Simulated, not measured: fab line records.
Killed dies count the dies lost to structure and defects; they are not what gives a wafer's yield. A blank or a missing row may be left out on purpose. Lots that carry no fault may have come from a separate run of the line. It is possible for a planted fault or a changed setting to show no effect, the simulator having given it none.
Matching of chambers -- flow sky130 -- SKY_FIELD_ISO_ETCH_17 on rieSi-02 has 4 sister chambers
The step etches Si in HBr/Cl2/O2, target depth 342 nm, time 97.7 s. 8 wafers are shown with their chamber, then 7 later ones without.

## WAFERS PAIRED WITH THEIR CHAMBERS
wafer,chamber,oesProductAu (a.u.),throttleValvePct (%)
L375.4,1,0.995,25.665
L378.3,1,0.995,25.659
L378.6,2,0.998,25.654
L380.2,0,1.005,25.650
L380.3,3,1.007,25.662
L380.4,0,1.011,25.664
L382.1,3,1.016,25.641
L382.2,2,1.005,25.652

## WAFERS WHOSE CHAMBER IS MISSING
wafer,oesProductAu (a.u.),throttleValvePct (%)
L382.3,1.002,25.677
L387.1,0.982,25.682
L387.4,1.000,25.653
L387.6,0.987,25.663
L390.1,0.985,25.660
L390.2,0.995,25.655
L390.3,1.001,25.656

## CHAMBER TAKEN BY EACH
wafer,from the rows above,in truth
L382.3,can't be placed: 1 or 0 or 2 or 3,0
L387.1,can't be placed: 1 or 2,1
L387.4,can't be placed: 2 or 1 or 0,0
L387.6,can't be placed: 1 or 2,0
L390.1,can't be placed: 1 or 2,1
L390.2,can't be placed: 1 or 2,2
L390.3,can't be placed: 2 or 1 or 0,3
Placed correctly: 0 of 7. Unplaceable from these rows: 7, with the true chamber sitting among the candidates in 5. Number placed wrongly: 0.
How it was worked out, from the rows above alone: a wafer's distance from a chamber is the root of the sum, over the readings, of the square of ((its reading less the chamber's mean) divided by the reading's scatter). The wafer belongs to the nearest chamber; if the next one is less than 2 further off, it can't be placed. The mean given for a chamber averages the wafers shown for that chamber. The scatter is the square root of a quotient: the sum, over the shown wafers, of each reading's squared deviation from its chamber's mean, divided by wafers minus chambers.
